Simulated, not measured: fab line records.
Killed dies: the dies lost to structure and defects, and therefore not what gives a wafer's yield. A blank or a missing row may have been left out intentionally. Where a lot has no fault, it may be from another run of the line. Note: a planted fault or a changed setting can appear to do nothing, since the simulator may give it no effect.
A single fault, viewed from 2 desks / flow gf180mcu / every desk sees just its own numbers, and what lay behind them comes last

METROLOGY DESK
Means of the sampled wafers that have a number, per lot and without regard to the tool the lot ran on: this is what the gauges read. Any lot whose mean is over 4 standard deviations away from the usual mean is out of limits and marked OUT; that distance is given in the brackets.
Columns: A = HV_LDD_2_TW at GF_HV_LDD_TW_MEAS_23, usual 1054; B = HV_LDD_02_OVL at GF_HV_LDD_OVL_MEAS_32, usual 0.4 nm; C = HV_LDD_CVD_54_THK at GF_HV_LDD_THK_MEAS_55, usual 9.95 nm; D = NSD_RS at GF_PSD_RS_MEAS_14, usual 46.12 ohm/sq; E = PSD_RS at GF_PSD_RS_MEAS_15, usual 108.47 ohm/sq
lot=L175; first seen here=day 10 20:55; A=1061; B=0.3; C=10.01; D=46.18; E=108.34
lot=L176; first seen here=day 10 23:35; A=1063; B=0.1; C=9.87; D=46.34; E=109.34
lot=L177; first seen here=day 11 12:04; A=1063; B=-0.5; C=9.84; D=46.18; E=108.31
lot=L179; first seen here=day 12 06:25; A=1045; B=1.2; C=9.87; D=46.05; E=108.16
lot=L180; first seen here=day 12 12:46; A=1062; B=1.1; C=10.11; D=46.11; E=108.52
lot=L181; first seen here=day 12 19:19; A=1062; B=0.6; C=10.13; D=46.05; E=108.41
lot=L182; first seen here=day 13 00:28; A=1040; B=-0.2; C=9.75; D=46.10; E=108.35
lot=L183; first seen here=day 13 09:12; A=1063; B=2.0; C=9.79; D=46.08; E=108.46
lot=L184; first seen here=day 13 12:58; A=1038; B=1.1; C=9.89; D=46.06; E=108.09
lot=L186; first seen here=day 14 11:26; A=1039; B=0.5; C=9.86; D=46.01; E=108.13
lot=L190; first seen here=day 15 11:15; A=1039; B=0.3; C=10.05; D=46.04; E=108.33
lot=L191; first seen here=day 15 18:28; A=1043; B=0.8; C=9.94; D=49.04 (+31) OUT; E=123.77 (+53) OUT
lot=L193; first seen here=day 16 14:22; A=1056; B=-0.5; C=9.87; D=49.11 (+32) OUT; E=124.11 (+54) OUT
lot=L194; first seen here=day 16 15:58; A=1039; B=1.1; C=10.05; D=46.14; E=108.48
This desk reports L191, L193 out of limits; the earliest was L191 at day 19 19:58 (NSD_RS at GF_PSD_RS_MEAS_14). L175, L176, L177, L179, L180, L181, L182, L183, L184, L186, L190, L194: within limits.

AT THE TOOL OWNER'S DESK: rtpAnneal-02
The tool's own readings at GF_PSD_RTA_13 (time 20 s): means of the sampled wafers that have a number, for each lot that ran on this tool. Any lot whose mean is over 4 standard deviations away from the usual mean is out of limits and marked OUT; that distance is given in the brackets.
Columns: A = lampPowerPct at GF_PSD_RTA_13, usual 35.1 %; B = wafer_temp_C_max at GF_PSD_RTA_13, usual 1031.8
lot=L177; first seen here=day 14 23:19; A=37.4; B=1034.0
lot=L179; first seen here=day 15 20:40; A=37.4; B=1032.7
lot=L180; first seen here=day 16 03:59; A=37.4; B=1032.9
lot=L181; first seen here=day 16 11:26; A=37.4; B=1033.0
lot=L184; first seen here=day 17 07:04; A=37.4; B=1034.4
lot=L191; first seen here=day 19 19:53; A=35.2; B=1009.6 (-12) OUT
lot=L193; first seen here=day 20 17:50; A=35.1; B=1009.9 (-12) OUT
Finding of this desk: L191, L193 out of limits; the first was L191 at day 19 19:53, on wafer_temp_C_max at GF_PSD_RTA_13. L177, L179, L180, L181, L184: within limits.

PUT TOGETHER
An alarm could have come from the tool owner's desk at day 19 19:53, on L191, L193.
Metrology desk: alarm possible at day 19 19:58 on L191, L193.
On rtpAnneal-02, each named lot ran GF_PSD_RTA_13.

WHAT THE SIMULATOR PUT IN
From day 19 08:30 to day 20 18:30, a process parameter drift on rtpAnneal-02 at GF_PSD_RTA_13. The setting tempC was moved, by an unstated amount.
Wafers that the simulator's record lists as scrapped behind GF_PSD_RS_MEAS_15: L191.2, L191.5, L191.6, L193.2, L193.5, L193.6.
Struck lots among those shown: L191, L193.
Delay (hours) between the fault's onset and each desk's first out-of-limits reading: 11 at the tool owner's desk, 11 at the metrology desk.
